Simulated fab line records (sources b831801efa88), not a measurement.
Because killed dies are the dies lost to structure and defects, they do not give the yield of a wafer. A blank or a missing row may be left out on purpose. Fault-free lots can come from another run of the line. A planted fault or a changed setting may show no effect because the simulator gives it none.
Split-lot experiment | flow sfq-line | 23 wafers read across 5 lots, on a route 325 steps long

== ON THE SPLIT ==
At SFQ_TRILAYER_I6_VIA_BARC_OPEN_VIA_ETCH_235 (etches BARC in O2, target depth 125 nm, time 41.7 s), the setting time-s was moved away from the recipe's 41.7 s on 11 of the 23 wafers read, by -14.2% to -7.1%. This setting was run at the recipe's value on the other wafers.

The reading comes from the split's own step.

== THE READING ==
oes-product-au, in a.u., at SFQ_TRILAYER_I6_VIA_BARC_OPEN_VIA_ETCH_235 (etches BARC in O2, target depth 125 nm, time 41.7 s). A value of 0.686 a.u. with a standard deviation of 0.0041 a.u. is what fault-free wafers of this fab line usually give.

wafer  | tool, chamber at the split | time-s as run, s | against the recipe | oes-product-au, a.u. | against lot-mates on the recipe
L074.1 | rie-diel-04, 2             | 35.79            | -14.2%             | 0.740                | +0.050
L074.2 | rie-diel-04, 1             | 41.7             | recipe             | 0.686                | -
L074.3 | rie-diel-04, 3             | 41.7             | recipe             | 0.689                | -
L074.4 | rie-diel-04, 0             | 35.79            | -14.2%             | 0.734                | +0.044
L074.5 | rie-diel-04, 3             | 41.7             | recipe             | 0.694                | -
L075.1 | rie-diel-03, 2             | 41.7             | recipe             | 0.680                | -
L075.2 | rie-diel-03, 1             | 41.7             | recipe             | 0.684                | -
L075.4 | rie-diel-03, 0             | 41.7             | recipe             | 0.686                | -
L079.1 | rie-diel-04, 2             | 38.73            | -7.1%              | 0.708                | +0.025
L079.3 | rie-diel-04, 0             | 38.73            | -7.1%              | 0.711                | +0.028
L079.4 | rie-diel-04, 1             | 38.73            | -7.1%              | 0.706                | +0.023
L079.5 | rie-diel-04, 0             | 41.7             | recipe             | 0.684                | -
L079.6 | rie-diel-04, 3             | 41.7             | recipe             | 0.682                | -
L081.2 | rie-diel-03, 2             | 37.7             | -9.6%              | 0.717                | +0.029
L081.3 | rie-diel-03, 0             | 41.7             | recipe             | 0.694                | -
L081.4 | rie-diel-03, 3             | 37.7             | -9.6%              | 0.720                | +0.032
L081.5 | rie-diel-03, 2             | 37.7             | -9.6%              | 0.717                | +0.029
L081.6 | rie-diel-03, 1             | 41.7             | recipe             | 0.682                | -
L084.1 | rie-diel-03, 1             | 41.7             | recipe             | 0.689                | -
L084.2 | rie-diel-03, 3             | 36.45            | -12.6%             | 0.726                | +0.038
L084.3 | rie-diel-03, 2             | 41.7             | recipe             | 0.687                | -
L084.4 | rie-diel-03, 2             | 36.45            | -12.6%             | 0.727                | +0.039
L084.5 | rie-diel-03, 1             | 36.45            | -12.6%             | 0.731                | +0.043

FIT RESULTS
A straight line over all 23 wafers: oes-product-au changes by -0.00338 a.u. for each +1% of time-s; r = -0.98; the points scatter about the line by 0.0038 a.u.
The same after taking each lot's own level away (the mean of its wafers on the recipe; 23 wafers): -0.00325 a.u. for each +1%; r = -0.99; scatter 0.0031 a.u.
According to that fit, moving time-s by its largest amount changes the reading by 0.046 a.u.
The span of the lots' own levels, 0.6830 to 0.6897 a.u., comes to 1.6 times the standard deviation stated above.
So the lot-to-lot level changes the slope little: the two slopes agree.
Check: for one of the wafers moved furthest among these (-14.2%), held out of the fit, the line's prediction against its lot-mates is +0.0454 a.u. Against them it came out at +0.0503 a.u.
Tool readings at the split's step, against how far the setting was moved: oes-product-au r = -0.98.

== FURTHER SPLITS ON THESE WAFERS ==
Before the reading, these wafers also passed through other splits. Each is held against what the fit with the lots' levels taken away leaves over:
other split on the same wafers                 | wafers away from the commonest value | r with oes-product-au (lot level and that fit taken away)
SFQ_TRILAYER_M5_LITHO_EXPOSE_124 dose-mj       | 10                                   | +0.28
SFQ_TRILAYER_A5B_DEP_PECVD_129 time-s          | 8                                    | -0.21
SFQ_TRILAYER_R5_DEP_SPUTTER_132 time-s         | 6                                    | +0.30
SFQ_TRILAYER_R5_LITHO_PEB_139 peb-time-s       | 6                                    | +0.24
SFQ_TRILAYER_I5_LITHO_COAT_144 spin-rpm        | 9                                    | +0.15
SFQ_TRILAYER_C5_LITHO_COAT_151 spin-rpm        | 5                                    | +0.01
SFQ_TRILAYER_M6_LITHO_COAT_159 resist-thk-nm   | 8                                    | -0.04
SFQ_TRILAYER_M6_BARC_OPEN_METAL_ETCH_206 icp-w | 9                                    | +0.01
SFQ_TRILAYER_I6_VIA_LITHO_COAT_169 spin-rpm    | 9                                    | +0.10

== THE WHOLE CHAIN: every reading that the file lists as answering this split, in the file's order ==
step                                       | what it does                                          | reading                                                                                       | change (the file's fit)                                                                               | r (the file's)
SFQ_TRILAYER_I6_VIA_BARC_OPEN_VIA_ETCH_235 | etches BARC in O2, target depth 125 nm, time 41.7 s   | oes-product-au                                                                                | -0.0033 a.u. for each +1% of the setting                                                              | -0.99
SFQ_TRILAYER_I6_VIA_BARC_OPEN_VIA_ETCH_235 | etches BARC in O2, target depth 125 nm, time 41.7 s   | KrF_of_TRILAYER_I6_VIA_LITHO_COAT_169.thk-nm (the simulator's own value, which no gauge read) | -0.487 nm for each +1% of the setting, in a fit together with spin-rpm@TRILAYER_I6_VIA_LITHO_COAT_169 | 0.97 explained
SFQ_TRILAYER_I6_VIA_ETCH_VIA_ETCH_172      | etches SiO2 in CHF3, stops on Nb, target depth 260 nm | KrF_of_TRILAYER_I6_VIA_LITHO_COAT_169.thk-nm (the simulator's own value, which no gauge read) | -0.475 nm for each +1% of the setting, in a fit together with spin-rpm@TRILAYER_I6_VIA_LITHO_COAT_169 | 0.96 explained

== THE FILE'S OWN FIT ==
oes-product-au changes by -0.0033 a.u. for each +1% of time-s, r = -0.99.
